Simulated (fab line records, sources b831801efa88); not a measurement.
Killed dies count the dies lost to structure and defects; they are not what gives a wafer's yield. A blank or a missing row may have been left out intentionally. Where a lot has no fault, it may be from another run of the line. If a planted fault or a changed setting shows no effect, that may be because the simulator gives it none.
Chamber matching -- flow sky130 -- 4 sister chambers for SKY_FIELD_ISO_ETCH_17 on rie_si-01
The step etches Si in HBr/Cl2/O2, target depth 342 nm, time 97.7 s. 4 wafers are shown with their chamber, then 7 later ones without.

EACH WAFER AND ITS CHAMBER
wafer,chamber,oes_product_au (a.u.)
L619.6,3,1.013
L621.4,2,1.007
L628.6,1,0.982
L633.4,0,1.008

WAFERS WITHOUT THEIR CHAMBER
wafer,oes_product_au (a.u.)
L633.5,1.005
L633.6,0.990
L634.1,0.993
L634.3,0.997
L634.4,1.004
L642.3,1.002
L642.5,0.991

CHAMBER TAKEN BY EACH
wafer,from the rows above,in truth
L633.5,can't be placed: 2 or 0 or 3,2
L633.6,can't be placed: 1 or 2 or 0 or 3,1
L634.1,can't be placed: 1 or 2 or 0 or 3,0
L634.3,can't be placed: 2 or 0 or 1 or 3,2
L634.4,can't be placed: 2 or 0 or 3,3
L642.3,can't be placed: 2 or 0 or 3 or 1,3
L642.5,can't be placed: 1 or 2 or 0 or 3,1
Correctly placed: 0 of 7. Cannot be placed on the basis of these rows: 7; the candidates contain the true chamber in 7. Number placed wrongly: 0.
How it was worked out, from the rows above alone: a wafer's distance from a chamber is the root of the sum, over the readings, of the square of ((its reading less the chamber's mean) divided by the reading's scatter). If the next closest chamber is less than 2 further off than the closest, the wafer can't be placed; otherwise it belongs to the closest. A chamber's mean is the mean of its shown wafers. The scatter (one wafer shown for each chamber): square how far every hidden wafer sits from the nearest shown wafer, average those squares and take the square root.
